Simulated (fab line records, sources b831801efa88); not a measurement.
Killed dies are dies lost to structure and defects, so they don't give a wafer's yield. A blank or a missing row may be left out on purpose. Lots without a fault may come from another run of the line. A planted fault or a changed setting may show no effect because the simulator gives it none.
fab line records | flow gf180mcu
record lots=24 wafers=72 last_day=34
route steps=602 shown NWELL@53 SAB@274 V1@336 V2@387 M4@456 TOP_METAL@582
lots that met no fault: from a run of the same line without faults
start_h: hours from the record's first day to the start of the lot's first wafer shown | wait_h: hours since the lot's step before | " the same as in the row above | L1.1+2: a row that stands for several wafers | - no value, or no start given | * or withheld: withheld | < > ~ a bound
route shown NAME@n: a module of which the file shows steps, and the number in the route of the first | usual: mean/standard deviation of fault-free wafers | same: alike in all rows | chamber/n: place in a boat | sites: the reading at each site | _std_site: their standard deviation | _edge_site: outer sites' mean less inner sites' | radius_mm: how far each site lies from the wafer's centre | mask NAME#n: copy n | behind: the tool/chamber that last shaped the wafer | hold: why the lot was held/for how many hours/how that ended | device: the transistor (n, p or np) that didn't switch | end of line: the same wafers' tests at the end of the route | a step without rows: its recipe alone | killed: dies lost to structure and defects at the first sort, not the wafer's yield | map: a wafer's dies, x killed, . not, _ none there
set.NAME: the setting as run; set.NAME@STEP: as run at that earlier step | model.NAME: the simulator's own value behind a step, which no gauge read
steps of the route over a sample of lots; a table a step, a row a wafer
services: from which hour (start_h, from the record's first day; less than 0 if before it) a tool's chamber was out of use, for how many hours, and why
## steps
# step GF_NWELL_TW_MEAS_11
# usual NWELL_TW=1577/11
# columns lot.wafer tool chamber start_h wait_h NWELL_TW
L074.1 film_metro-03 - 57.71 0.1 1562
L074.5 " - " " 1567
L074.6 " - " " 1580
L075.1 film_metro-03 - 63.24 0.1 1579
L075.3 " - " " 1581
L075.5 " - " " 1577
L076.1 film_metro-01 - 66.24 0.1 1577
L076.2 " - " " 1585
L076.6 " - " " 1585
L077.1 film_metro-02 - 73.86 0.1 1576
L077.2 " - " " 1567
L077.4 " - " " 1580
L078.2 film_metro-03 - 77.31 0.1 1558
L078.5 " - " " 1565
L078.6 " - " " 1565
L079.1 film_metro-01 - 83.06 0.1 1587
L079.4 " - " " 1589
L079.6 " - " " 1589
L080.2 film_metro-03 - 88.20 0.1 1578
L080.5 " - " " 1567
L080.6 " - " " 1567
L081.1 film_metro-03 - 93.99 0.1 1566
L081.3 " - " " 1568
L081.4 " - " " 1565
L082.1 film_metro-02 - 99.07 0.1 1580
L082.3 " - " " 1573
L082.4 " - " " 1583
L083.4 film_metro-03 - 106.87 0.1 1561
L083.5 " - " " 1563
L083.6 " - " " 1571
L084.1 film_metro-03 - 112.09 0.1 1566
L084.4 " - " " 1573
L084.5 " - " " 1565
L085.1 film_metro-03 - 117.06 0.1 1572
L085.2 " - " " 1568
L085.5 " - " " 1572
L086.4 film_metro-03 - 121.59 0.1 1562
L086.5 " - " " 1565
L086.6 " - " " 1559
L087.1 film_metro-02 - 127.32 0.1 1570
L087.3 " - " " 1579
L087.4 " - " " 1569
L088.1 film_metro-01 - 131.94 0.1 1592
L088.3 " - " " 1598
L088.4 " - " " 1596
L089.1 film_metro-01 - 137.54 0.1 1590
L089.3 " - " " 1588
L089.4 " - " " 1587
L090.4 film_metro-01 - 142.67 0.1 1586
L090.5 " - " " 1596
L090.6 " - " " 1589
L091.1 film_metro-01 - 148.36 0.1 1591
L091.3 " - " " 1587
L091.5 " - " " 1593
L092.2 film_metro-02 - 153.80 0.1 1593
L092.3 " - " " 1579
L092.5 " - " " 1586
L093.1 film_metro-01 - 159.41 0.1 1593
L093.2 " - " " 1588
L093.6 " - " " 1592
L094.1 film_metro-01 - 163.91 0.1 1579
L094.2 " - " " 1601
L094.4 " - " " 1588
L095.1 film_metro-02 - 170.99 0.1 1566
L095.2 " - " " 1572
L095.3 " - " " 1579
L096.2 film_metro-01 - 176.25 0.1 1581
L096.3 " - " " 1584
L096.6 " - " " 1591
L097.1 film_metro-03 - 183.34 0.1 1563
L097.2 " - " " 1570
L097.3 " - " " 1567
# step GF_SAB_OVL_MEAS_10
# usual SAB_OVL=0.7/1.6
# columns lot.wafer tool chamber start_h wait_h SAB_OVL[nm]
L074.1 overlay-01 - 342.33 0.1 2.0
L074.5 " - " " 2.1
L074.6 " - " " 3.2
L075.1 overlay-01 - 346.93 0.1 -2.4
L075.3 " - " " -2.6
L075.5 " - " " -1.8
L076.1 overlay-01 - 354.46 0.1 -1.7
L076.2 " - " " -1.6
L076.6 " - " " -1.3
L077.1 overlay-02 - 367.02 0.1 0.0
L077.2 " - " " 1.3
L077.4 " - " " 0.6
L078.2 overlay-02 - 372.98 0.1 2.3
L078.5 " - " " 1.6
L078.6 " - " " 2.6
L079.1 overlay-02 - 381.67 0.1 2.0
L079.4 " - " " 2.5
L079.6 " - " " 1.2
L080.2 overlay-01 - 388.37 0.1 0.0
L080.5 " - " " -1.0
L080.6 " - " " -0.9
L081.1 overlay-02 - 397.47 0.1 1.6
L081.3 " - " " 2.7
L081.4 " - " " 1.3
L082.1 overlay-01 - 408.27 0.1 -1.7
L082.3 " - " " -1.9
L082.4 " - " " -0.6
L083.4 overlay-02 - 422.03 0.1 0.5
L083.5 " - " " 2.0
L083.6 " - " " 2.0
L084.1 overlay-01 - 427.11 0.1 0.7
L084.4 " - " " 1.5
L084.5 " - " " 1.0
L085.1 overlay-02 - 439.02 0.1 3.8
L085.2 " - " " 4.5
L085.5 " - " " 2.1
L086.4 overlay-02 - 443.89 0.1 -0.8
L086.5 " - " " -0.8
L086.6 " - " " -1.6
L087.1 overlay-01 - 453.82 0.1 2.0
L087.3 " - " " 0.3
L087.4 " - " " -0.4
L088.1 overlay-02 - 458.97 0.1 0.4
L088.3 " - " " -0.8
L088.4 " - " " 1.2
L089.1 overlay-01 - 467.11 0.1 1.2
L089.3 " - " " 3.1
L089.4 " - " " 3.7
L090.4 overlay-02 - 475.32 0.1 0.3
L090.5 " - " " 0.4
L090.6 " - " " 0.6
L091.1 overlay-02 - 490.06 0.1 1.2
L091.3 " - " " 0.6
L091.5 " - " " 1.6
L092.2 overlay-01 - 493.07 0.1 1.8
L092.3 " - " " 1.1
L092.5 " - " " 1.9
L093.1 overlay-01 - 505.22 0.1 -1.5
L093.2 " - " " -2.7
L093.6 " - " " -1.9
L094.1 overlay-02 - 510.62 0.1 1.4
L094.2 " - " " 1.7
L094.4 " - " " 0.9
L095.1 overlay-01 - 519.27 0.1 2.1
L095.2 " - " " -0.4
L095.3 " - " " 0.4
L096.2 overlay-02 - 523.48 0.1 2.0
L096.3 " - " " 1.4
L096.6 " - " " 2.1
L097.1 overlay-02 - 537.17 0.1 -0.1
L097.2 " - " " 0.4
L097.3 " - " " 0.8
# step GF_V1_THK_MEAS_01
# recipe reads=SiO2_of_V1_CVD_00
# usual V1_CVD_00_THK=602/5
# columns lot.wafer tool chamber start_h wait_h V1_CVD_00_THK[nm]
L074.1 film_metro-01 - 390.71 0.0 592
L074.5 " - " " 594
L074.6 " - " " 603
L075.1 film_metro-02 - 395.41 0.0 599
L075.3 " - " " 598
L075.5 " - " " 599
L076.1 film_metro-02 - 403.68 0.0 600
L076.2 " - " " 592
L076.6 " - " " 599
L077.1 film_metro-04 - 417.83 0.0 602
L077.2 " - " " 596
L077.4 " - " " 600
L078.2 film_metro-04 - 423.35 0.0 603
L078.5 " - " " 602
L078.6 " - " " 604
L079.1 film_metro-04 - 433.26 0.0 603
L079.4 " - " " 609
L079.6 " - " " 608
L080.2 film_metro-02 - 440.18 0.0 597
L080.5 " - " " 603
L080.6 " - " " 603
L081.1 film_metro-04 - 449.22 0.0 602
L081.3 " - " " 597
L081.4 " - " " 604
L082.1 film_metro-04 - 460.84 0.0 607
L082.3 " - " " 606
L082.4 " - " " 605
L083.4 film_metro-01 - 474.77 0.0 599
L083.5 " - " " 596
L083.6 " - " " 600
L084.1 film_metro-02 - 479.46 0.0 601
L084.4 " - " " 602
L084.5 " - " " 603
L085.1 film_metro-04 - 491.59 0.0 592
L085.2 " - " " 600
L085.5 " - " " 594
L086.4 film_metro-01 - 495.82 0.0 595
L086.5 " - " " 601
L086.6 " - " " 597
L087.1 film_metro-02 - 505.69 0.0 607
L087.3 " - " " 604
L087.4 " - " " 604
L088.1 film_metro-04 - 510.74 0.0 604
L088.3 " - " " 598
L088.4 " - " " 601
L089.1 film_metro-04 - 517.96 0.0 602
L089.3 " - " " 599
L089.4 " - " " 604
L090.4 film_metro-04 - 525.77 0.0 596
L090.5 " - " " 610
L090.6 " - " " 609
L091.1 film_metro-01 - 540.79 0.0 605
L091.3 " - " " 604
L091.5 " - " " 600
L092.2 film_metro-02 - 542.87 0.0 592
L092.3 " - " " 603
L092.5 " - " " 607
L093.1 film_metro-04 - 554.24 0.0 607
L093.2 " - " " 600
L093.6 " - " " 606
L094.1 film_metro-04 - 560.24 0.0 604
L094.2 " - " " 599
L094.4 " - " " 596
L095.1 film_metro-04 - 568.14 0.0 604
L095.2 " - " " 608
L095.3 " - " " 608
L096.2 film_metro-02 - 571.15 0.0 599
L096.3 " - " " 605
L096.6 " - " " 601
L097.1 film_metro-01 - 586.12 0.0 602
L097.2 " - " " 598
L097.3 " - " " 597
# step GF_V2_BOW_MEAS_05
# recipe mode=bow
# usual V2_BOW=100/8.7
# columns lot.wafer tool chamber start_h wait_h V2_BOW[um]
L074.1 film_metro-01 - 442.31 0.2 83
L074.5 " - " " 91
L074.6 " - " " 93
L075.1 film_metro-01 - 447.17 0.1 89
L075.3 " - " " 89
L075.5 " - " " 77
L076.1 film_metro-01 - 455.75 0.1 88
L076.2 " - " " 99
L076.6 " - " " 101
L077.1 film_metro-03 - 468.85 0.1 109
L077.2 " - " " 115
L077.4 " - " " 109
L078.2 film_metro-03 - 476.12 0.2 103
L078.5 " - " " 99
L078.6 " - " " 102
L079.1 film_metro-01 - 485.76 0.1 104
L079.4 " - " " 101
L079.6 " - " " 100
L080.2 film_metro-01 - 492.04 0.3 91
L080.5 " - " " 85
L080.6 " - " " 93
L081.1 film_metro-02 - 502.06 0.1 96
L081.3 " - " " 108
L081.4 " - " " 101
L082.1 film_metro-02 - 511.96 0.2 94
L082.3 " - " " 102
L082.4 " - " " 95
L083.4 film_metro-01 - 525.64 0.3 102
L083.5 " - " " 105
L083.6 " - " " 88
L084.1 film_metro-02 - 529.74 0.1 94
L084.4 " - " " 98
L084.5 " - " " 111
L085.1 film_metro-01 - 542.63 0.2 93
L085.2 " - " " 91
L085.5 " - " " 91
L086.4 film_metro-02 - 545.89 0.3 104
L086.5 " - " " 110
L086.6 " - " " 113
L087.1 film_metro-01 - 554.27 0.2 89
L087.3 " - " " 99
L087.4 " - " " 94
L088.1 film_metro-02 - 560.49 0.1 102
L088.3 " - " " 107
L088.4 " - " " 102
L089.1 film_metro-01 - 567.02 0.1 95
L089.3 " - " " 98
L089.4 " - " " 110
L090.4 film_metro-02 - 574.35 0.2 97
L090.5 " - " " 103
L090.6 " - " " 95
L091.1 film_metro-03 - 588.84 0.1 102
L091.3 " - " " 96
L091.5 " - " " 107
L092.2 film_metro-02 - 591.06 0.2 90
L092.3 " - " " 99
L092.5 " - " " 103
L093.1 film_metro-02 - 601.53 0.1 93
L093.2 " - " " 93
L093.6 " - " " 95
L094.1 film_metro-02 - 607.46 0.2 120
L094.2 " - " " 123
L094.4 " - " " 109
L095.1 film_metro-03 - 614.08 0.1 120
L095.2 " - " " 118
L095.3 " - " " 117
L096.2 film_metro-01 - 616.55 0.2 105
L096.3 " - " " 98
L096.6 " - " " 97
L097.1 film_metro-01 - 631.71 0.2 98
L097.2 " - " " 99
L097.3 " - " " 105
# step GF_M4_SPUTTER_00
# recipe material=Ti target_thk_nm=37.5 arriving_ion_energy_ev=80 substrate_temp_c=200 chamber_pressure_pa=2 power_w=4000 time_s=150
# usual throttle_valve_pct=29.7/1.1
# columns lot.wafer tool chamber start_h wait_h throttle_valve_pct
L074.1 pvd_sputter-03 - 517.76 0.1 28.2
L074.5 " - " " 30.3
L074.6 " - " " 28.1
L075.1 pvd_sputter-04 - 523.22 0.2 29.5
L075.3 " - " " 29.9
L075.5 " - " " 28.6
L076.1 pvd_sputter-03 - 531.74 0.1 30.4
L076.2 " - " " 31.9
L076.6 " - " " 31.7
L077.1 pvd_sputter-01 - 543.75 0.2 30.7
L077.2 " - " " 28.0
L077.4 " - " " 29.2
L078.2 pvd_sputter-04 - 550.48 0.1 30.7
L078.5 " - " " 29.8
L078.6 " - " " 30.7
L079.1 pvd_sputter-04 - 559.89 0.1 29.5
L079.4 " - " " 30.8
L079.6 " - " " 30.2
L080.2 pvd_sputter-03 - 565.18 0.1 31.6
L080.5 " - " " 30.2
L080.6 " - " " 27.9
L081.1 pvd_sputter-03 - 574.89 0.2 31.7
L081.3 " - " " 30.2
L081.4 " - " " 28.2
L082.1 pvd_sputter-03 - 583.98 0.1 31.5
L082.3 " - " " 30.4
L082.4 " - " " 30.1
L083.4 pvd_sputter-01 - 596.19 0.1 29.2
L083.5 " - " " 27.9
L083.6 " - " " 29.9
L084.1 pvd_sputter-04 - 599.93 0.2 30.1
L084.4 " - " " 29.5
L084.5 " - " " 30.2
L085.1 pvd_sputter-01 - 611.65 0.2 29.8
L085.2 " - " " 30.8
L085.5 " - " " 27.9
L086.4 pvd_sputter-03 - 615.54 0.1 31.4
L086.5 " - " " 30.2
L086.6 " - " " 30.5
L087.1 pvd_sputter-04 - 622.43 0.1 29.7
L087.3 " - " " 28.6
L087.4 " - " " 30.5
L088.1 pvd_sputter-01 - 627.57 0.1 29.1
L088.3 " - " " 27.9
L088.4 " - " " 29.8
L089.1 pvd_sputter-04 - 635.60 0.1 30.6
L089.3 " - " " 28.6
L089.4 " - " " 30.3
L090.4 pvd_sputter-01 - 641.29 0.2 29.7
L090.5 " - " " 29.7
L090.6 " - " " 30.5
L091.1 pvd_sputter-03 - 654.46 0.2 30.6
L091.3 " - " " 28.2
L091.5 " - " " 30.7
L092.2 pvd_sputter-03 - 657.20 0.1 30.7
L092.3 " - " " 28.2
L092.5 " - " " 30.0
L093.1 pvd_sputter-01 - 667.31 0.1 30.0
L093.2 " - " " 29.0
L093.6 " - " " 30.8
L094.1 pvd_sputter-01 - 672.60 0.2 30.6
L094.2 " - " " 29.0
L094.4 " - " " 28.1
L095.1 pvd_sputter-04 - 677.56 0.1 30.1
L095.2 " - " " 29.9
L095.3 " - " " 28.5
L096.2 pvd_sputter-03 - 681.79 0.2 31.5
L096.3 " - " " 27.7
L096.6 " - " " 32.0
L097.1 pvd_sputter-01 - 695.64 0.2 30.5
L097.2 " - " " 29.5
L097.3 " - " " 28.9
# step GF_TOP_METAL_OVL_MEAS_15
# usual TOP_METAL_OVL=0.8/1.5
# columns lot.wafer tool chamber start_h wait_h TOP_METAL_OVL[nm]
L074.1 overlay-02 - 652.72 0.1 3.2
L074.5 " - " " 1.5
L074.6 " - " " 1.6
L075.1 overlay-01 - 656.85 0.1 -0.9
L075.3 " - " " -0.7
L075.5 " - " " 1.3
L076.1 overlay-02 - 665.02 0.1 2.2
L076.2 " - " " 3.5
L076.6 " - " " 2.5
L077.1 overlay-02 - 675.74 0.1 0.4
L077.2 " - " " 1.5
L077.4 " - " " 2.5
L078.2 overlay-01 - 683.52 0.1 3.0
L078.5 " - " " 3.2
L078.6 " - " " 2.0
L079.1 overlay-02 - 687.49 0.1 -0.4
L079.4 " - " " 2.4
L079.6 " - " " 1.6
L080.2 overlay-02 - 693.72 0.1 0.4
L080.5 " - " " 0.1
L080.6 " - " " 0.1
L081.1 overlay-02 - 700.89 0.1 -1.5
L081.3 " - " " 2.3
L081.4 " - " " 1.5
L082.1 overlay-02 - 708.49 0.1 -0.8
L082.3 " - " " -1.5
L082.4 " - " " 2.1
L083.4 overlay-02 - 721.26 0.1 -1.6
L083.5 " - " " -0.7
L083.6 " - " " -0.9
L084.1 overlay-02 - 723.71 0.1 -1.5
L084.4 " - " " -1.3
L084.5 " - " " -0.6
L085.1 overlay-02 - 734.65 0.1 0.5
L085.2 " - " " -0.1
L085.5 " - " " 0.5
L086.4 overlay-02 - 735.92 0.1 0.1
L086.5 " - " " 1.5
L086.6 " - " " 1.0
L087.1 overlay-01 - 743.04 0.1 -0.1
L087.3 " - " " 0.6
L087.4 " - " " -0.1
L088.1 overlay-02 - 746.86 0.1 -1.6
L088.3 " - " " -1.0
L088.4 " - " " -1.3
L089.1 overlay-01 - 753.89 0.1 1.5
L089.3 " - " " 1.7
L089.4 " - " " -0.2
L090.4 overlay-02 - 759.08 0.1 -0.5
L090.5 " - " " 0.5
L090.6 " - " " 0.1
L091.1 overlay-02 - 769.64 0.1 -0.5
L091.3 " - " " 1.1
L091.5 " - " " 0.3
L092.2 overlay-02 - 771.61 0.1 -0.6
L092.3 " - " " 1.4
L092.5 " - " " 0.9
L093.1 overlay-02 - 778.35 0.1 3.0
L093.2 " - " " 4.3
L093.6 " - " " 2.5
L094.1 overlay-01 - 785.39 0.1 0.3
L094.2 " - " " -0.2
L094.4 " - " " 3.0
L095.1 overlay-01 - 788.40 0.1 -0.1
L095.2 " - " " -0.7
L095.3 " - " " 0.9
L096.2 overlay-02 - 791.16 0.1 2.7
L096.3 " - " " 3.2
L096.6 " - " " 0.5
L097.1 overlay-01 - 802.66 0.1 2.6
L097.2 " - " " 3.1
L097.3 " - " " 1.7
## services
# columns tool chamber start_h hours kind
pvd_sputter-03 1 536.63 - consumable_replace:kit
pvd_sputter-03 1 536.63 18.0 scheduled_down
pvd_sputter-03 1 536.63 18.0 vent_cycle
pvd_sputter-01 - 562.10 11.0 repair
pvd_sputter-01 2 581.52 - consumable_replace:kit
pvd_sputter-01 2 581.52 18.0 scheduled_down
pvd_sputter-01 2 581.52 18.0 vent_cycle
pvd_sputter-04 3 583.83 - consumable_replace:kit
pvd_sputter-04 3 583.83 18.0 scheduled_down
pvd_sputter-04 3 583.83 18.0 vent_cycle
pvd_sputter-01 - 600.53 6.9 repair
pvd_sputter-03 0 640.96 - consumable_replace:kit
pvd_sputter-03 0 640.96 18.0 scheduled_down
pvd_sputter-03 0 640.96 18.0 vent_cycle
## key
fault none
